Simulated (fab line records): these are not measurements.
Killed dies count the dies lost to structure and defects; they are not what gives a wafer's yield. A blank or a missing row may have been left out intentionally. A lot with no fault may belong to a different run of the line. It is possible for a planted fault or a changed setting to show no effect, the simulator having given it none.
One fault seen from 2 desks / flow gf180mcu / only its own numbers are on each desk; what lay behind them is given at the end

== DESK OF THE TOOL OWNER: plasma-asher-04 ==
The tool's own readings at GF_HV_LDD_STRIP_37 (strips in O2/N2): means of the sampled wafers that have a number, for each lot that ran on this tool. Marked OUT: a lot whose mean sits more than 4 standard deviations from the usual mean, which makes it out of limits; the brackets give that distance.
Columns: A = drypump-motor-current-A at GF_HV_LDD_STRIP_37, usual 5.43 A; B = heater-power-w at GF_HV_LDD_STRIP_37, usual 323 W; C = oes-product-au at GF_HV_LDD_STRIP_37, usual 0.716 a.u.; D = strip-time-to-endpoint-s at GF_HV_LDD_STRIP_37, usual 12.63 s
lot=L515; first seen here=day 12 18:59; A=5.51; B=300; C=0.714; D=12.65
lot=L517; first seen here=day 13 17:53; A=5.50; B=299; C=0.719; D=12.66
lot=L519; first seen here=day 14 13:08; A=5.59; B=276; C=0.718; D=12.63
Finding of this desk: none of the 3 lots has anything out of limits.

== AT THE METROLOGY DESK ==
Means of the sampled wafers that have a number, per lot and without regard to the tool the lot ran on: this is what the gauges read. Marked OUT: a lot whose mean sits more than 4 standard deviations from the usual mean, which makes it out of limits; the brackets give that distance.
Columns: A = TOP_METAL_OVL at GF_TOP_METAL_OVL_MEAS_15, usual -1.1 nm
lot=L511; first seen here=day 27 20:47; A=-0.7
lot=L514; first seen here=day 28 22:53; A=-1.0
lot=L515; first seen here=day 29 02:59; A=0.2
lot=L516; first seen here=day 29 15:44; A=-1.1
lot=L517; first seen here=day 30 01:54; A=-1.6
lot=L519; first seen here=day 31 01:26; A=0.7
lot=L520; first seen here=day 31 03:47; A=-1.5
lot=L525; first seen here=day 32 14:17; A=-2.2
lot=L527; first seen here=day 32 22:17; A=-1.4
lot=L531; first seen here=day 33 14:44; A=0.3
lot=L530; first seen here=day 33 18:41; A=-1.0
lot=L532; first seen here=day 33 20:07; A=-1.6
lot=L533; first seen here=day 33 22:52; A=-1.2
Finding of this desk: none of the 13 lots has anything out of limits.

== PUT TOGETHER ==
The desk of the tool owner found nothing out of limits.
At the metrology desk, nothing out of limits was observed.

== WHAT WAS PUT IN BY THE SIMULATOR ==
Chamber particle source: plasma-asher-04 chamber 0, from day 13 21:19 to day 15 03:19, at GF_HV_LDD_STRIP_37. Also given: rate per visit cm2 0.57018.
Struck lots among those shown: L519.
